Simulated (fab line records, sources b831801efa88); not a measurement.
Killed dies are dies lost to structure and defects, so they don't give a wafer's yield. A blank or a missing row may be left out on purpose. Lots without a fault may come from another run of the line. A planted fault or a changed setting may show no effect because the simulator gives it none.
Which tool did it? | flow gf180mcu | 12 lots, 36 wafers sampled, at 2 steps of a route of 602

WHAT THE GAUGES READ, wafer by wafer
GF_V1_CD_MEAS_14: target cd 260 nm.
lot  | measured     | on        | cd_nm (nm)
L075 | day 18 18:16 | cd_sem-02 | 259.1 259.0 259.0
L077 | day 19 10:42 | cd_sem-01 | 257.1 257.1 257.3
L079 | day 20 05:38 | cd_sem-02 | 259.3 260.2 260.4
L081 | day 21 04:01 | cd_sem-01 | 255.8 258.6 258.9
L083 | day 21 15:13 | cd_sem-01 | 259.8 259.4 259.6
L085 | day 22 09:55 | cd_sem-01 | 259.5 260.6 261.5
L087 | day 23 07:07 | cd_sem-01 | 259.8 259.5 259.9
L089 | day 23 15:11 | cd_sem-02 | 259.5 260.1 259.3
L091 | day 24 10:07 | cd_sem-01 | 261.0 261.2 260.5
L093 | day 25 07:38 | cd_sem-01 | 257.4 257.5 257.0
L095 | day 25 13:53 | cd_sem-01 | 260.4 260.2 259.9
L097 | day 26 10:03 | cd_sem-02 | 261.2 261.9 261.4

WHICH TOOL RAN EACH LOT (tool, then ch and the chambers of the sampled wafers, then the start)
lot  | GF_CONTACT_STRIP_18
L075 | plasma_asher-01 ch 0,1, day 16 17:02
L077 | plasma_asher-02 ch 0,1, day 17 08:32
L079 | plasma_asher-02 ch 0,1, day 18 02:50
L081 | plasma_asher-02 ch 0,1, day 19 00:39
L083 | plasma_asher-04 ch 0,1, day 19 12:46
L085 | plasma_asher-04 ch 0,1, day 20 09:11
L087 | plasma_asher-02 ch 0,1, day 21 05:17
L089 | plasma_asher-04 ch 0, day 21 13:41
L091 | plasma_asher-04 ch 0,1, day 22 09:08
L093 | plasma_asher-01 ch 0,1, day 23 08:28
L095 | plasma_asher-01 ch 0,1, day 23 15:08
L097 | plasma_asher-02 ch 0,1, day 24 10:18
- GF_CONTACT_STRIP_18: strips in O2/N2.

THE ANSWER, worked out from the rows above alone
Rule: what is usual is taken from the lots themselves. Put in order of their means at a reading, lots are off if they are a third of the lots or fewer, leave a main group of 4 or more, and stand apart from it by a gap of 3 or more times the standard deviation of the main group's means; of several such gaps the widest counts. A main group whose means are all the same, to the digits that the tables above print for the reading, isn't used. A lot without any number at a reading at which 4 lots or more have one is off too. The other lots that the step has rows for count as sound.
No lot is off at any reading shown: from this, nothing can be told.

WHAT THE SIMULATOR HAD PUT IN
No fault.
